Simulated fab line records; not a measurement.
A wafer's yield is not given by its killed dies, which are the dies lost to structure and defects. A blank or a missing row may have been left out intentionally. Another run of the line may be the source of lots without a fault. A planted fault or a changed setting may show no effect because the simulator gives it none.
fab line records    flow sky130
[record] lots = 15  wafers = 45  last-day = 50
route steps=708 shown VT_ADJUST_NCORE@125 GATE_OXIDE@197 LDD_HVN@276 LDD_HVP@287
lots that met no fault: taken from a fault-free run of the same line
start-h: hours from the record's opening day to when the first of the lot's shown wafers began    wait-h: how many hours have passed since the lot's step before this one    " repeats the value in the row above    L1.1+2: a single row standing in for several wafers    - either no value or no given start    * or withheld: withheld    < > ~ a bound
route shown NAME@n: names a module that has steps shown in the file, with the first one's number in the route    usual: average and standard deviation across the fault-free wafers    same: alike in all rows    chamber/n: place in a boat    sites: the reading at each site    _std_site: how widely they spread, as a standard deviation    _edge_site: mean of outer sites minus mean of inner sites    radius-mm: how far each site lies from the wafer's centre    mask NAME#n: copy n    behind: the tool/chamber that last shaped the wafer    hold: what put the lot on hold/how long, in hours/how the hold closed    device: the transistor (n, p or np) that didn't switch    end of line: the same wafers' tests at the end of the route    a step without rows: its recipe alone    killed: dies lost to structure and defects at the first sort, not the wafer's yield    map: shows each die of a wafer: x if killed, . if not, _ if none is there
set.NAME: setting as actually run; set.NAME@STEP: the setting as run at that earlier step    model.NAME: the simulator's own value behind a step, which no gauge read
route steps across a sampled set of lots; one table per step, one row per wafer
services: the hour from which a tool's chamber was out of use, counted from the record's first day as start-h (under 0 if before that day), plus the number of hours and why
[[steps]]
[step SKY_VT_ADJUST_NCORE_DEVELOP_06]
[recipe] resist = NOVOLAK  developer = TMAH  develop-time-s = 60  dev-temp-c = 22.24
[usual] chill-plate-temp-C = 22.99/0.12  develop-time-s = 60/0  exhaust-pa = 45.0/0.97
lot.wafer  tool            chamber  start-h  wait-h  chill-plate-temp-C  develop-time-s  exhaust-pa
L512.1     litho-track-03  0        187.77   0.1     23.08               60              44.1
L512.2     "               0        "        "       23.21               60              45.1
L512.6     "               0        "        "       23.19               60              43.8
L513.1     litho-track-01  0        191.87   0.1     22.95               60              46.3
L513.3     "               0        "        "       23.06               60              45.1
L513.5     "               0        "        "       23.01               60              46.2
L515.1     litho-track-01  0        203.52   0.1     22.85               60              44.5
L515.3     "               0        "        "       22.83               60              45.0
L515.5     "               0        "        "       22.76               60              44.2
L516.1     litho-track-01  0        215.67   0.1     23.06               60              45.0
L516.2     "               0        "        "       23.01               60              44.7
L516.3     "               0        "        "       22.93               60              44.9
L518.2     litho-track-01  0        226.50   0.1     22.94               60              43.1
L518.4     "               0        "        "       22.89               60              44.1
L518.5     "               0        "        "       22.87               60              43.3
L519.4     litho-track-02  0        233.33   0.1     23.23               60              45.5
L519.5     "               0        "        "       22.99               60              47.1
L519.6     "               0        "        "       23.12               60              47.0
L522.1     litho-track-02  -        256.16   0.1     -                   -               -
L522.3     "               -        "        "       -                   -               -
L522.6     "               -        "        "       -                   -               -
L523.1     litho-track-01  -        262.07   0.1     -                   -               -
L523.2     "               -        "        "       -                   -               -
L523.6     "               -        "        "       -                   -               -
L524.1     litho-track-02  -        268.21   0.1     -                   -               -
L524.5     "               -        "        "       -                   -               -
L524.6     "               -        "        "       -                   -               -
L529.1     litho-track-01  0        304.97   0.1     23.09               60              44.7
L529.2     "               0        "        "       23.02               60              45.7
L529.6     "               0        "        "       23.06               60              44.2
L530.1     litho-track-03  0        309.76   0.1     22.95               60              44.1
L530.4     "               0        "        "       22.87               60              42.9
L530.5     "               0        "        "       22.78               60              43.1
L531.1     litho-track-03  0        315.46   0.1     23.07               60              43.4
L531.3     "               0        "        "       22.90               60              44.9
L531.6     "               0        "        "       23.01               60              44.7
L532.1     litho-track-03  0        320.61   0.1     22.99               60              43.4
L532.5     "               0        "        "       22.77               60              42.4
L532.6     "               0        "        "       22.86               60              44.2
L533.2     litho-track-01  0        328.70   0.1     23.03               60              44.3
L533.4     "               0        "        "       23.21               60              45.0
L533.6     "               0        "        "       23.16               60              45.3
L534.3     litho-track-02  0        359.66   0.1     22.89               60              45.9
L534.4     "               0        "        "       23.01               60              47.6
L534.5     "               0        "        "       23.00               60              46.5
[step SKY_GATE_OXIDE_OVL_MEAS_10]
[usual] GATE_OXIDE_OVL = 0.9/1.3
lot.wafer  tool        chamber  start-h  wait-h  GATE_OXIDE_OVL[nm]
L512.1     overlay-01  -        317.36   0.1     -1.3
L512.2     "           -        "        "       -0.3
L512.6     "           -        "        "       -1.5
L513.1     overlay-02  -        318.56   0.1     1.2
L513.3     "           -        "        "       1.0
L513.5     "           -        "        "       1.9
L515.1     overlay-01  -        327.96   0.1     1.2
L515.3     "           -        "        "       0.1
L515.5     "           -        "        "       0.5
L516.1     overlay-01  -        341.76   0.1     0.2
L516.2     "           -        "        "       0.4
L516.3     "           -        "        "       -0.5
L518.2     overlay-01  -        358.46   0.1     2.3
L518.4     "           -        "        "       3.1
L518.5     "           -        "        "       3.2
L519.4     overlay-02  -        362.72   0.1     3.2
L519.5     "           -        "        "       2.0
L519.6     "           -        "        "       2.2
L522.1     overlay-01  -        392.23   0.1     -0.1
L522.3     "           -        "        "       0.9
L522.6     "           -        "        "       1.7
L523.1     overlay-02  -        401.16   0.1     1.4
L523.2     "           -        "        "       1.7
L523.6     "           -        "        "       1.9
L524.1     overlay-01  -        406.86   0.1     2.0
L524.5     "           -        "        "       1.1
L524.6     "           -        "        "       2.5
L529.1     overlay-01  -        455.51   0.1     1.2
L529.2     "           -        "        "       0.2
L529.6     "           -        "        "       2.6
L530.1     overlay-02  -        467.92   0.1     0.8
L530.4     "           -        "        "       0.1
L530.5     "           -        "        "       0.3
L531.1     overlay-02  -        468.22   0.1     1.4
L531.3     "           -        "        "       0.5
L531.6     "           -        "        "       1.5
L532.1     overlay-02  -        477.15   0.1     0.7
L532.5     "           -        "        "       -0.6
L532.6     "           -        "        "       -0.3
L533.2     overlay-02  -        492.83   0.1     -1.6
L533.4     "           -        "        "       1.2
L533.6     "           -        "        "       0.1
L534.3     overlay-01  -        514.22   0.1     -0.6
L534.4     "           -        "        "       0.6
L534.5     "           -        "        "       -0.3
[step SKY_LDD_HVN_STRIP_09]
[recipe] chemistry = O2/N2  power-w = 1400  pressure-mtorr = 1500  platen-temp-c = withheld  o2-flow-sccm = 3000  n2-flow-sccm = 300  overash-fraction = 0.5
[usual] drypump-motor-current-A = 5.6/0.46  n2-flow-sccm = 300.0/0.97  oes-product-au = 0.409/0.0041  strip-time-to-endpoint-s = 4.133/0.014
lot.wafer  tool             chamber  start-h  wait-h  drypump-motor-current-A  n2-flow-sccm  oes-product-au  rf-hours-counter-h  strip-time-to-endpoint-s
L512.1     plasma-asher-01  0        474.31   0.1     6.0                      299.5         0.399           64                  4.133
L512.2     "                1        "        "       5.7                      300.3         0.399           64                  4.138
L512.6     "                0        "        "       6.0                      300.5         0.414           -                   4.131
L513.1     plasma-asher-03  1        474.61   0.1     5.0                      298.7         0.407           34                  4.124
L513.3     "                1        "        "       5.0                      299.2         0.406           -                   4.125
L513.5     "                1        "        "       5.0                      299.9         0.401           -                   4.135
L515.1     plasma-asher-03  0        481.99   0.1     4.8                      300.4         0.411           35                  4.166
L515.3     "                1        "        "       5.0                      298.9         0.417           -                   4.159
L515.5     "                1        "        "       5.0                      299.0         0.410           -                   4.141
L516.1     plasma-asher-03  1        499.16   0.1     5.0                      302.0         0.419           36                  4.128
L516.2     "                0        "        "       4.8                      300.6         0.411           36                  4.150
L516.3     "                1        "        "       5.0                      301.4         0.405           -                   4.144
L518.2     plasma-asher-03  1        519.84   0.1     5.0                      301.1         0.408           39                  4.127
L518.4     "                1        "        "       4.9                      300.3         0.399           -                   4.116
L518.5     "                0        "        "       4.8                      299.2         0.412           -                   4.128
L519.4     plasma-asher-01  1        527.14   0.1     5.7                      300.3         0.406           -                   4.125
L519.5     "                1        "        "       5.7                      301.3         0.411           -                   4.114
L519.6     "                0        "        "       6.0                      299.9         0.411           -                   4.137
L522.1     plasma-asher-01  0        552.19   0.1     6.0                      301.2         0.402           72                  4.164
L522.3     "                0        "        "       6.0                      301.6         0.409           -                   4.130
L522.6     "                0        "        "       6.0                      299.8         0.406           -                   4.123
L523.1     plasma-asher-01  1        560.66   0.1     5.7                      300.2         0.417           73                  4.126
L523.2     "                0        "        "       6.0                      300.4         0.414           73                  4.132
L523.6     "                1        "        "       5.7                      299.6         0.408           -                   4.136
L524.1     plasma-asher-01  1        569.41   0.1     5.8                      300.2         0.413           74                  4.128
L524.5     "                0        "        "       6.0                      301.0         0.411           -                   4.143
L524.6     "                1        "        "       5.8                      299.1         0.414           -                   4.152
L529.1     plasma-asher-01  0        614.41   0.1     6.0                      298.6         0.406           79                  4.135
L529.2     "                1        "        "       5.7                      299.8         0.409           79                  4.123
L529.6     "                1        "        "       5.7                      301.4         0.410           -                   4.135
L530.1     plasma-asher-01  0        626.01   0.1     6.0                      298.9         0.410           80                  4.123
L530.4     "                0        "        "       6.0                      299.2         0.413           -                   4.137
L530.5     "                0        "        "       6.0                      299.3         0.410           -                   4.104
L531.1     plasma-asher-02  0        627.94   0.1     6.1                      302.5         0.411           19                  4.133
L531.3     "                0        "        "       6.1                      300.0         0.400           -                   4.138
L531.6     "                0        "        "       6.1                      299.8         0.406           -                   4.122
L532.1     plasma-asher-02  0        636.96   0.1     6.1                      299.2         0.406           20                  4.135
L532.5     "                0        "        "       6.1                      300.1         0.408           -                   4.127
L532.6     "                1        "        "       5.5                      299.5         0.409           -                   4.125
L533.2     plasma-asher-01  0        648.84   0.1     6.0                      301.0         0.419           82                  4.146
L533.4     "                0        "        "       6.0                      300.4         0.404           -                   4.146
L533.6     "                1        "        "       5.7                      300.1         0.405           -                   4.155
L534.3     plasma-asher-01  1        666.49   0.1     5.7                      300.5         0.409           -                   4.128
L534.4     "                0        "        "       6.0                      299.8         0.409           -                   4.129
L534.5     "                0        "        "       6.0                      300.7         0.407           -                   4.130
[step SKY_LDD_HVP_STRIP_09]
[recipe] chemistry = O2/N2  power-w = 1400  pressure-mtorr = 1500  platen-temp-c = withheld  o2-flow-sccm = 3000  n2-flow-sccm = 300  overash-fraction = 0.5
[usual] drypump-motor-current-A = 5.4/0.39  n2-flow-sccm = 299.9/0.86  oes-product-au = 0.408/0.0045  strip-time-to-endpoint-s = 4.127/0.013
lot.wafer  tool             chamber  start-h  wait-h  drypump-motor-current-A  n2-flow-sccm  oes-product-au  rf-hours-counter-h  strip-time-to-endpoint-s
L512.1     plasma-asher-01  1        505.61   0.1     5.7                      301.5         0.395           68                  4.136
L512.2     "                0        "        "       6.0                      299.1         0.415           68                  4.119
L512.6     "                0        "        "       6.0                      300.0         0.404           -                   4.124
L513.1     plasma-asher-04  1        505.80   0.1     5.7                      299.9         0.405           81                  4.123
L513.3     "                1        "        "       5.7                      297.8         0.404           -                   4.106
L513.5     "                1        "        "       5.7                      299.1         0.410           -                   4.127
L515.1     plasma-asher-04  1        513.16   0.1     5.7                      300.6         0.409           82                  4.110
L515.3     "                0        "        "       5.6                      299.8         0.408           -                   4.130
L515.5     "                0        "        "       5.7                      300.9         0.408           -                   4.111
L516.1     plasma-asher-03  1        530.35   0.1     5.0                      299.2         0.413           39                  4.120
L516.2     "                0        "        "       4.8                      297.7         0.398           39                  4.128
L516.3     "                0        "        "       4.8                      299.3         0.412           -                   4.127
L518.2     plasma-asher-03  0        550.16   0.1     4.8                      301.1         0.409           41                  4.142
L518.4     "                0        "        "       4.9                      300.1         0.408           -                   4.124
L518.5     "                1        "        "       5.0                      299.1         0.408           -                   4.121
L519.4     plasma-asher-04  1        556.44   0.1     5.7                      299.4         0.405           -                   4.126
L519.5     "                0        "        "       5.6                      300.0         0.410           -                   4.131
L519.6     "                1        "        "       5.6                      300.1         0.408           -                   4.143
L522.1     plasma-asher-03  1        582.11   0.1     5.0                      301.5         0.409           44                  4.121
L522.3     "                0        "        "       4.8                      299.8         0.408           -                   4.098
L522.6     "                0        "        "       4.8                      299.1         0.415           -                   4.111
L523.1     plasma-asher-04  0        589.85   0.1     5.6                      300.0         0.403           90                  4.120
L523.2     "                1        "        "       5.7                      301.0         0.404           90                  4.153
L523.6     "                1        "        "       5.7                      300.0         0.410           -                   4.110
L524.1     plasma-asher-04  0        599.56   0.1     5.6                      299.6         0.407           91                  4.141
L524.5     "                0        "        "       5.6                      301.0         0.405           -                   4.116
L524.6     "                1        "        "       5.7                      298.7         0.402           -                   4.136
L529.1     plasma-asher-04  1        643.56   0.1     5.7                      299.4         0.403           95                  4.128
L529.2     "                0        "        "       5.6                      300.0         0.409           95                  4.124
L529.6     "                1        "        "       5.7                      298.3         0.412           -                   4.135
L530.1     plasma-asher-03  1        653.91   0.1     5.0                      300.6         0.418           51                  4.139
L530.4     "                1        "        "       5.0                      300.8         0.406           -                   4.131
L530.5     "                0        "        "       4.8                      300.6         0.405           -                   4.131
L531.1     plasma-asher-04  1        656.96   0.1     5.7                      300.7         0.414           96                  4.123
L531.3     "                0        "        "       5.6                      299.3         0.412           -                   4.141
L531.6     "                1        "        "       5.7                      300.7         0.419           -                   4.138
L532.1     plasma-asher-03  1        665.50   0.1     5.0                      299.3         0.411           52                  4.097
L532.5     "                0        "        "       4.8                      299.7         0.401           -                   4.118
L532.6     "                1        "        "       5.0                      299.5         0.408           -                   4.098
L533.2     plasma-asher-04  1        677.30   0.1     5.6                      301.1         0.405           99                  4.077
L533.4     "                1        "        "       5.7                      300.6         0.407           -                   4.144
L533.6     "                1        "        "       5.7                      299.8         0.407           -                   4.116
L534.3     plasma-asher-04  1        694.88   0.1     5.7                      298.8         0.408           -                   4.133
L534.4     "                0        "        "       5.6                      299.5         0.406           -                   4.119
L534.5     "                0        "        "       5.6                      300.0         0.412           -                   4.120
[[services]]
tool             chamber  start-h  hours  kind
plasma-asher-02  -        167.08   0.9    repair
plasma-asher-03  -        171.04   0.9    repair
plasma-asher-04  -        258.29   1.2    repair
plasma-asher-01  -        262.23   5.1    repair
plasma-asher-03  -        273.48   0.4    repair
plasma-asher-01  -        321.18   0.5    repair
plasma-asher-04  -        331.88   2.0    repair
plasma-asher-04  -        339.27   4.0    repair
plasma-asher-04  -        346.81   2.8    pm
plasma-asher-03  -        367.90   11.1   repair
plasma-asher-03  -        408.41   2.9    repair
plasma-asher-02  -        421.33   9.0    pm
plasma-asher-02  0        421.33   9.0    vent-cycle
plasma-asher-02  1        421.33   9.0    vent-cycle
plasma-asher-02  0        430.33   -      clean
plasma-asher-02  1        430.33   -      clean
plasma-asher-01  -        452.02   1.7    repair
plasma-asher-02  -        470.03   14.6   pm
plasma-asher-03  -        573.74   7.6    repair
[[key]]
[first-sign] step = SKY_VT_ADJUST_NCORE_DEVELOP_06  reading = tool-record  direction = missing
effect none on later readings
met-at SKY_VT_ADJUST_NCORE_DEVELOP_06
struck-lots L522,L523,L524
sort-left-out L522.1,L522.3,L522.6,L523.1,L523.2,L523.6,L524.1,L524.5,L524.6
tester-left-out L522,L523,L524
not-acting-at SKY_GATE_OXIDE_OVL_MEAS_10,SKY_LDD_HVN_STRIP_09,SKY_LDD_HVP_STRIP_09
onset-between 233.33 256.16
[fault] kind = skipped-step-whole  tool = litho-track-01,litho-track-02  chamber = -  onset-h = 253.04  steps = SKY_VT_ADJUST_NCORE_DEVELOP_06  scope = struck-lots-only
// tester-left-out: of these lots the tester's yield and bins aren't shown, on N5 and GAA mostly nor the transistor test; their killed dies are dies lost to structure and defects alone, not to doping, threshold or leakage, so they don't give the yield
// sort-left-out: the simulated sort isn't trusted on such a fault, so these wafers' sort isn't shown, and their yield isn't known
